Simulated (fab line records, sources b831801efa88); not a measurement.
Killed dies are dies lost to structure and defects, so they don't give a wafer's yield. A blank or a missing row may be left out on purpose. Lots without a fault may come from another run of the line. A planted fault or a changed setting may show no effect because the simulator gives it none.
fab line records | flow sfq_line
record lots=5 wafers=15 last_day=92
route steps=325 shown I3@137 M4@148 I4@163 JJ@178 M8@325
lots that met no fault: from a run of the same line without faults
start_h: hours from the record's first day to the start of the lot's first wafer shown | wait_h: hours since the lot's step before | " the same as in the row above | L1.1+2: a row that stands for several wafers | - no value, or no start given | * or withheld: withheld | < > ~ a bound
route shown NAME@n: a module of which the file shows steps, and the number in the route of the first | usual: mean/standard deviation of fault-free wafers | same: alike in all rows | chamber/n: place in a boat | sites: the reading at each site | _std_site: their standard deviation | _edge_site: outer sites' mean less inner sites' | radius_mm: how far each site lies from the wafer's centre | mask NAME#n: copy n | behind: the tool/chamber that last shaped the wafer | hold: why the lot was held/for how many hours/how that ended | device: the transistor (n, p or np) that didn't switch | end of line: the same wafers' tests at the end of the route | a step without rows: its recipe alone | killed: dies lost to structure and defects at the first sort, not the wafer's yield | map: a wafer's dies, x killed, . not, _ none there
set.NAME: the setting as run; set.NAME@STEP: as run at that earlier step | model.NAME: the simulator's own value behind a step, which no gauge read
lots at some steps of the route; a table a step, a row a wafer
services: from which hour (start_h, from the record's first day; less than 0 if before it) a tool's chamber was out of use, for how many hours, and why
## steps
# step SFQ_TRILAYER_I3_VIA_LITHO_COAT_090
# recipe resist=BARC spin_rpm=3000 resist_thk_nm=62
# step SFQ_TRILAYER_I3_VIA_LITHO_COAT_085
# recipe resist=KrF spin_rpm=3000 resist_thk_nm=650
# step SFQ_TRILAYER_I3_VIA_LITHO_SOFTBAKE_089
# recipe temp_c=withheld time_s=withheld resist=KrF
# step SFQ_TRILAYER_I3_VIA_LITHO_EXPOSE_086
# recipe mask_id=I3 na=0.6 source_shape=conventional sigma_outer=0.65 target_cd_nm=500 dose_mj=21.3
# step SFQ_TRILAYER_I3_VIA_LITHO_PEB_088
# recipe peb_temp_c=115 peb_time_s=60 resist=KrF
# step SFQ_TRILAYER_I3_VIA_LITHO_DEVELOP_087
# recipe time_s=60 resist=KrF
# step SFQ_I3_OVL_MEAS_923
# usual I3_OVL=-2/6.2
# columns lot.wafer tool chamber start_h wait_h I3_OVL[nm]
L481.1 overlay-01 - 1197.30 0.1 5
L481.2 " - " " 1
L481.3 " - " " -4
L487.2 overlay-01 - 1250.53 0.1 2
L487.4 " - " " -1
L487.6 " - " " -2
L496.2 overlay-02 - 1335.62 0.1 5
L496.4 " - " " 5
L496.6 " - " " 5
L498.3 overlay-02 - 1345.23 0.1 1
L498.4 " - " " 6
L498.6 " - " " 4
L502.1 overlay-02 - 1363.22 0.1 1
L502.2 " - " " -3
L502.4 " - " " 7
# step SFQ_TRILAYER_I3_VIA_BARC_OPEN_VIA_ETCH_121
# recipe mask_material=PR chemistry=O2 target_depth_nm=125 target=BARC source_w=500 bias_w=80 pressure_mtorr=30 time_s=41.7
# usual drypump_motor_current_A=5.6/0.45 oes_product_au=0.685/0.0049
# columns lot.wafer tool chamber start_h wait_h drypump_motor_current_A oes_product_au rf_hours_counter_h
L481.1 rie_diel-03 2 1197.34 0.0 5.1 0.689 4
L481.2 " 3 " " 5.5 0.676 5
L481.3 " 1 " " 4.8 0.686 15
L487.2 rie_diel-03 0 1250.56 0.0 5.3 0.688 7
L487.4 " 1 " " 4.8 0.679 16
L487.6 " 2 " " 5.1 0.687 -
L496.2 rie_diel-03 2 1335.65 0.0 5.1 0.675 6
L496.4 " 2 " " 5.1 0.675 -
L496.6 " 3 " " 5.5 0.682 -
L498.3 rie_diel-03 3 1345.25 0.0 5.5 0.688 8
L498.4 " 2 " " 5.1 0.683 6
L498.6 " 1 " " 4.8 0.691 -
L502.1 rie_diel-01 2 1363.25 0.0 5.7 0.677 0
L502.2 " 3 " " 4.8 0.689 11
L502.4 " 0 " " 5.9 0.683 1
# step SFQ_TRILAYER_I3_VIA_ETCH_VIA_ETCH_088
# recipe target=SiO2 stop_on=Nb mask_material=PR taper_deg=20 chemistry=CHF3 target_depth_nm=260 source_w=500 bias_w=80 pressure_mtorr=30 time_s=withheld
# step SFQ_TRILAYER_I3_VIA_STRIP_STRIP_089
# recipe gas=O2 power_w=200 platen_temp_c=40 overash_fraction=0.65 chemistry=O2 pressure_mtorr=50
# usual drypump_motor_current_A=5.6/0.36 oes_product_au=1.002/0.014
# columns lot.wafer tool chamber start_h wait_h drypump_motor_current_A oes_product_au rf_hours_counter_h
L481.1 rie_metal-03 1 1197.49 - 5.2 0.993 20
L481.2 " 0 " " 5.9 1.012 29
L481.3 " 0 " " 6.0 1.019 -
L487.2 rie_metal-03 0 1250.71 - 5.9 1.022 38
L487.4 " 1 " " 5.2 0.976 -
L487.6 " 1 " " 5.2 0.985 -
L496.2 rie_metal-04 0 1335.81 - 5.4 1.000 94
L496.4 " 0 " " 5.4 1.009 -
L496.6 " 0 " " 5.4 1.000 -
L498.3 rie_metal-04 0 1345.61 - 5.4 1.001 -
L498.4 " 1 " " 5.5 0.987 -
L498.6 " 0 " " 5.4 1.007 -
L502.1 rie_metal-03 1 1363.41 - 5.1 0.991 42
L502.2 " 0 " " 5.9 1.019 54
L502.4 " 0 " " 6.0 1.016 -
# step SFQ_TRILAYER_I3_VIA_STRIP_SOLV_CLEAN_090
# recipe chemistry=NMP temp_c=70 time_s=600
# step SFQ_TRILAYER_M4_DEP_PRE_CLEAN_092
# recipe gas=Ar time_s=22.5 bias_v=250
# step SFQ_TRILAYER_M4_DEP_SPUTTER_091
# recipe material=Nb base_pressure_pa=1.33e-06 chamber_pressure_pa=0.1333 substrate_temp_c=20 resputter_cathode_voltage_v=400 target_thk_nm=200 power_w=2000 time_s=133.3
# usual substrate_temp_c=20.02/0.097 throttle_valve_pct=29.9/1.3
# columns lot.wafer tool chamber start_h wait_h substrate_temp_c throttle_valve_pct model.Nb_of_TRILAYER_M4_DEP_SPUTTER_091.thk_nm
L481.1 pvd_sputter-04 - 1198.30 0.0 19.91 27.2 195.3
L481.2 " - " " 20.05 30.5 199.2
L481.3 " - " " 19.97 30.3 198.8
L487.2 pvd_sputter-03 - 1251.73 0.0 19.90 27.9 199.6
L487.4 " - " " 20.15 29.9 246.6
L487.6 " - " " 19.87 28.0 198.2
L496.2 pvd_sputter-05 - 1336.61 0.0 20.14 31.0 194.4
L496.4 " - " " 20.05 31.2 200.8
L496.6 " - " " 20.01 31.1 200
L498.3 pvd_sputter-03 - 1346.23 0.0 20.04 30.7 194.4
L498.4 " - " " 20.15 29.3 195.5
L498.6 " - " " 19.99 29.5 197.2
L502.1 pvd_sputter-05 - 1364.23 0.0 20.11 31.1 200.3
L502.2 " - " " 20.09 28.2 194.7
L502.4 " - " " 19.85 31.2 193.9
# step SFQ_M4_RS_MEAS_924
# recipe thk_meas_gauge=four-point-probe reads=Nb_of_TRILAYER_M4_DEP_SPUTTER_091
# usual M4_NB_RS=0.897/0.013
# columns lot.wafer tool chamber start_h wait_h M4_NB_RS[ohm/sq]
L481.1 film_metro-03 - 1198.39 0.0 0.913
L481.2 " - " " 0.895
L481.3 " - " " 0.898
L487.2 film_metro-01 - 1251.84 0.1 0.892
L487.4 " - " " 0.720
L487.6 " - " " 0.895
L496.2 film_metro-01 - 1336.72 0.1 0.915
L496.4 " - " " 0.885
L496.6 " - " " 0.888
L498.3 film_metro-01 - 1346.43 0.2 0.914
L498.4 " - " " 0.910
L498.6 " - " " 0.903
L502.1 film_metro-01 - 1364.32 0.0 0.888
L502.2 " - " " 0.915
L502.4 " - " " 0.917
# step SFQ_TRILAYER_M4_LITHO_COAT_098
# recipe resist=BARC spin_rpm=3000 resist_thk_nm=62
# step SFQ_TRILAYER_M4_LITHO_COAT_093
# recipe resist=KrF spin_rpm=3000 resist_thk_nm=600
# step SFQ_TRILAYER_M4_LITHO_SOFTBAKE_097
# recipe temp_c=withheld time_s=withheld resist=KrF
# step SFQ_TRILAYER_M4_LITHO_EXPOSE_094
# recipe mask_id=M4 na=0.6 source_shape=conventional sigma_outer=0.65 target_cd_nm=500 dose_mj=14.4
# step SFQ_TRILAYER_M4_LITHO_PEB_096
# recipe peb_temp_c=115 peb_time_s=60 resist=KrF
# step SFQ_TRILAYER_M4_LITHO_DEVELOP_095
# recipe time_s=60 resist=KrF
# step SFQ_M4_OVL_MEAS_926
# usual M4_OVL=1/6.8
# columns lot.wafer tool chamber start_h wait_h M4_OVL[nm]
L481.1 overlay-01 - 1328.49 0.1 1
L481.2 " - " " 7
L481.3 " - " " -1
L487.2 overlay-01 - 1376.42 0.1 8
L487.4 " - " " 7
L487.6 " - " " 9
L496.2 overlay-02 - 1453.00 0.1 -5
L496.4 " - " " -3
L496.6 " - " " -4
L498.3 overlay-02 - 1467.40 0.1 3
L498.4 " - " " 1
L498.6 " - " " 0
L502.1 overlay-01 - 1485.39 0.1 -7
L502.2 " - " " -2
L502.4 " - " " -6
# step SFQ_TRILAYER_M4_BARC_OPEN_METAL_ETCH_123
# recipe mask_material=PR chemistry=O2 target_depth_nm=125 target=BARC icp_w=600 bias_w=80 pressure_mtorr=10 time_s=41.7
# usual drypump_motor_current_A=5.8/0.41 oes_product_au=0.684/0.0047
# columns lot.wafer tool chamber start_h wait_h drypump_motor_current_A oes_product_au rf_hours_counter_h
L481.1 rie_metal-02 0 1328.53 0.0 5.6 0.688 78
L481.2 " 1 " " 6.3 0.681 98
L481.3 " 1 " " 6.3 0.691 -
L487.2 rie_metal-02 1 1376.45 0.0 6.3 0.681 105
L487.4 " 1 " " 6.3 0.688 -
L487.6 " 1 " " 6.3 0.682 -
L496.2 rie_metal-02 1 1453.03 0.0 6.3 0.684 116
L496.4 " 1 " " 6.3 0.686 -
L496.6 " 1 " " 6.3 0.686 -
L498.3 rie_metal-03 0 1467.45 0.0 5.9 0.683 -
L498.4 " 1 " " 5.2 0.678 -
L498.6 " 1 " " 5.2 0.681 -
L502.1 rie_metal-02 0 1485.43 0.0 5.5 0.680 99
L502.2 " 1 " " 6.3 0.685 120
L502.4 " 1 " " 6.3 0.679 -
# step SFQ_TRILAYER_M4_ETCH_METAL_ETCH_096
# recipe target=Nb stop_on=SiO2 mask_material=PR chemistry=Cl2/Ar target_depth_nm=240 icp_w=600 bias_w=80 pressure_mtorr=10 time_s=120
# usual drypump_motor_current_A=5.8/0.41 oes_product_au=0.891/0.0085
# columns lot.wafer tool chamber start_h wait_h drypump_motor_current_A oes_product_au rf_hours_counter_h
L481.1 rie_metal-02 0 1328.59 0.0 5.5 0.873 78
L481.2 " 1 " " 6.3 0.896 98
L481.3 " 1 " " 6.3 0.892 -
L487.2 rie_metal-02 1 1376.51 0.0 6.3 0.890 105
L487.4 " 1 " " 6.3 1.005 -
L487.6 " 1 " " 6.3 0.888 -
L496.2 rie_metal-02 1 1453.11 0.1 6.3 0.872 116
L496.4 " 1 " " 6.3 0.896 -
L496.6 " 1 " " 6.3 0.892 -
L498.3 rie_metal-03 0 1467.53 0.1 5.9 0.877 -
L498.4 " 1 " " 5.2 0.888 -
L498.6 " 1 " " 5.2 0.888 -
L502.1 rie_metal-02 0 1485.51 0.1 5.5 0.894 99
L502.2 " 1 " " 6.3 0.886 120
L502.4 " 1 " " 6.3 0.876 -
# step SFQ_TRILAYER_M4_STRIP_STRIP_097
# recipe gas=O2 power_w=200 platen_temp_c=40 overash_fraction=0.65 chemistry=O2 pressure_mtorr=50
# step SFQ_TRILAYER_M4_STRIP_SOLV_CLEAN_098
# recipe chemistry=NMP temp_c=70 time_s=600
# step SFQ_TRILAYER_I4_DEP_PECVD_099
# recipe material=SiO2 temp_c=150 time_s=111.11 pressure_torr=2.4 rf_w=183.3 precursor=SiH4/N2O target_thk_nm=500
# step SFQ_TRILAYER_I4_CMP_CMP_100
# recipe material=SiO2 down_force_psi=3 platen_rpm=60 pad_velocity_m_s=0.94248
# usual motor_current_A=10.3/0.68 slurry_filter_dp_kPa=13.50/0.14 time_to_endpoint_s=210/6.8
# columns lot.wafer tool chamber start_h wait_h motor_current_A slurry_filter_dp_kPa time_to_endpoint_s
L481.2 cmp-01 3 1330.08 0.5 10.0 13.50 203
L481.3 " 0 " " 10.3 13.61 214
L481.1 " 1 " " 10.3 13.53 201
L487.2 cmp-01 1 1378.59 1.1 9.5 13.26 202
L487.4 " 3 1379.59 2.1 10.2 13.63 206
L487.6 " 1 1380.59 3.1 10.1 13.26 203
L496.2 cmp-01 0 1454.33 0.0 10.1 13.52 213
L496.4 " 1 " " 10.0 13.29 211
L496.6 " 0 1456.33 2.0 10.1 13.70 209
L498.3 cmp-02 2 1469.14 0.5 9.9 13.32 206
L498.4 " 0 1470.14 1.5 10.7 13.42 213
L498.6 " 2 1471.14 2.5 10.0 13.72 202
L502.1 cmp-02 3 1486.73 0.0 11.1 13.62 206
L502.2 " 1 1487.73 1.0 10.0 13.42 184
L502.4 " 2 " " 9.9 13.36 193
# step SFQ_I4_BOW_MEAS_927
# recipe mode=bow
# usual I4_BOW=5/8.4
# columns lot.wafer tool chamber start_h wait_h I4_BOW[um]
L481.1 film_metro-04 - 1332.58 1.0 4
L481.2 " - " " 6
L481.3 " - " " 18
L487.2 film_metro-04 - 1381.11 2.0 0
L487.4 " - " " -9
L487.6 " - " " -12
L496.2 film_metro-01 - 1457.35 2.5 10
L496.4 " - " " -9
L496.6 " - " " -2
L498.3 film_metro-01 - 1471.68 2.0 8
L498.4 " - " " 9
L498.6 " - " " 2
L502.1 film_metro-01 - 1489.73 2.5 -4
L502.2 " - " " -12
L502.4 " - " " -2
# step SFQ_TRILAYER_I4_METRO_MEASURE_101
# usual thk_nm=198.9/0.99
# columns lot.wafer tool chamber start_h wait_h thk_nm
L481.1 film_metro-04 - 1332.70 0.1 198.4
L481.2 " - " " 197.1
L481.3 " - " " 198.5
L487.2 film_metro-04 - 1381.41 0.3 199.8
L487.4 " - " " 199.6
L487.6 " - " " 198.8
L496.2 film_metro-01 - 1457.65 0.3 199.8
L496.4 " - " " 198.6
L496.6 " - " " 199.7
L498.3 film_metro-01 - 1472.16 0.5 198.4
L498.4 " - " " 197.9
L498.6 " - " " 197.8
L502.1 film_metro-01 - 1489.85 0.1 199.3
L502.2 " - " " 197.7
L502.4 " - " " 198.6
# step SFQ_TRILAYER_I4_VIA_LITHO_COAT_108
# recipe resist=BARC spin_rpm=3000 resist_thk_nm=62
# step SFQ_TRILAYER_I4_VIA_LITHO_COAT_103
# recipe resist=KrF spin_rpm=3000 resist_thk_nm=650
# step SFQ_TRILAYER_I4_VIA_LITHO_SOFTBAKE_107
# recipe temp_c=withheld time_s=withheld resist=KrF
# step SFQ_TRILAYER_I4_VIA_LITHO_EXPOSE_104
# recipe mask_id=I4 na=0.6 source_shape=conventional sigma_outer=0.65 target_cd_nm=700 dose_mj=21.3
# step SFQ_TRILAYER_I4_VIA_LITHO_PEB_106
# recipe peb_temp_c=115 peb_time_s=60 resist=KrF
# step SFQ_TRILAYER_I4_VIA_LITHO_DEVELOP_105
# recipe time_s=60 resist=KrF
# step SFQ_I4_OVL_MEAS_928
# usual I4_OVL=-3/5.5
# columns lot.wafer tool chamber start_h wait_h I4_OVL[nm]
L481.1 overlay-01 - 1341.34 0.1 -6
L481.2 " - " " 0
L481.3 " - " " 4
L487.2 overlay-01 - 1384.75 0.1 -10
L487.4 " - " " -12
L487.6 " - " " -6
L496.2 overlay-01 - 1564.40 0.1 3
L496.4 " - " " -2
L496.6 " - " " -3
L498.3 overlay-02 - 1578.15 0.1 9
L498.4 " - " " 13
L498.6 " - " " 11
L502.1 overlay-02 - 1599.35 0.1 2
L502.2 " - " " -2
L502.4 " - " " -1
# step SFQ_TRILAYER_I4_VIA_BARC_OPEN_VIA_ETCH_146
# recipe mask_material=PR chemistry=O2 target_depth_nm=125 target=BARC source_w=500 bias_w=80 pressure_mtorr=30 time_s=41.7
# step SFQ_TRILAYER_I4_VIA_ETCH_VIA_ETCH_106
# recipe target=SiO2 stop_on=Nb mask_material=PR taper_deg=20 chemistry=CHF3 target_depth_nm=260 source_w=500 bias_w=80 pressure_mtorr=30 time_s=withheld
# step SFQ_TRILAYER_I4_VIA_STRIP_STRIP_107
# recipe gas=O2 power_w=200 platen_temp_c=40 overash_fraction=0.65 chemistry=O2 pressure_mtorr=50
# step SFQ_TRILAYER_I4_VIA_STRIP_SOLV_CLEAN_108
# recipe chemistry=NMP temp_c=70 time_s=600
# step SFQ_TRILAYER_JJ_TRILAYER_DEP_PRE_CLEAN_113
# recipe gas=Ar time_s=22.5 bias_v=250
# step SFQ_M8_BOW_MEAS_951
# recipe mode=bow
# usual M8_BOW=8/8.1
# columns lot.wafer tool chamber start_h wait_h M8_BOW[um] model.etest.m4.comb_log10_ohm model.etest.m4.ohm_sq
L481.1 film_metro-02 - 1755.98 0.0 13 12 0.9115
L481.2 " - " " 14 12 0.8938
L481.3 " - " " 28 12 0.8957
L487.2 film_metro-01 - 1948.28 0.0 11 12 0.8919
L487.4 " - " " 2 0 0.7221
L487.6 " - " " -1 12 0.8981
L496.2 film_metro-04 - 2195.79 0.0 11 12 0.9157
L496.4 " - " " -6 12 0.8865
L496.6 " - " " -1 12 0.8901
L498.3 film_metro-02 - 2199.41 0.0 10 12 0.9156
L498.4 " - " " 11 12 0.9108
L498.6 " - " " 2 12 0.9028
L502.1 film_metro-04 - 2208.66 0.0 0 12 0.8886
L502.2 " - " " -7 12 0.9146
L502.4 " - " " 3 12 0.918
## services
# columns tool chamber start_h hours kind
rie_metal-02 1 1188.84 15.4 repair
cmp-01 - 1217.58 6.5 pm
rie_metal-03 1 1228.27 13.3 repair
film_metro-01 - 1229.70 1.4 pm
rie_metal-03 - 1257.21 0.5 repair
cmp-01 - 1257.86 4.0 pm
rie_diel-03 1 1261.55 6.4 repair
rie_metal-03 0 1276.30 8.4 repair
rie_metal-02 - 1281.98 1.4 pm
rie_diel-03 3 1282.83 12.2 repair
rie_metal-02 - 1292.12 1.8 repair
rie_diel-03 0 1295.43 3.0 repair
rie_diel-03 3 1306.97 10.2 repair
rie_diel-03 0 1309.42 1.7 repair
rie_diel-03 0 1328.47 5.1 repair
rie_diel-03 1 1328.91 7.7 repair
film_metro-01 - 1355.41 0.8 pm
cmp-01 - 1363.31 1.1 repair
rie_diel-03 3 1386.26 1.2 repair
rie_diel-03 - 1408.02 19.1 repair
rie_metal-03 1 1430.64 24.1 repair
rie_metal-03 - 1447.47 2.8 pm
rie_metal-02 - 1451.27 0.7 repair
rie_diel-03 1 1465.34 2.5 repair
## key
first_sign step=SFQ_M4_RS_MEAS_924 reading=M4_NB_RS direction=down sigmas=14 usual=0.897 struck=0.720
effect step=SFQ_TRILAYER_M4_ETCH_METAL_ETCH_096 reading=oes_product_au direction=up sigmas=13 usual=0.891 struck=1.005
model_effect step=SFQ_TRILAYER_M4_DEP_SPUTTER_091 value=Nb_of_TRILAYER_M4_DEP_SPUTTER_091.thk_nm without=195.8 struck=246.6
model_effect step=SFQ_M8_BOW_MEAS_951 value=etest.m4.comb_log10_ohm without=12 struck=0
met_at SFQ_TRILAYER_M4_DEP_SPUTTER_091
struck_wafers L487.4
fault kind=process_parameter_drift tool=pvd_sputter-03 chamber=- onset_h=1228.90 steps=SFQ_TRILAYER_M4_DEP_SPUTTER_091 channel=time_s offset=* shape=step end_h=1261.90 scope=struck_wafers_only acts_in=* stated=*
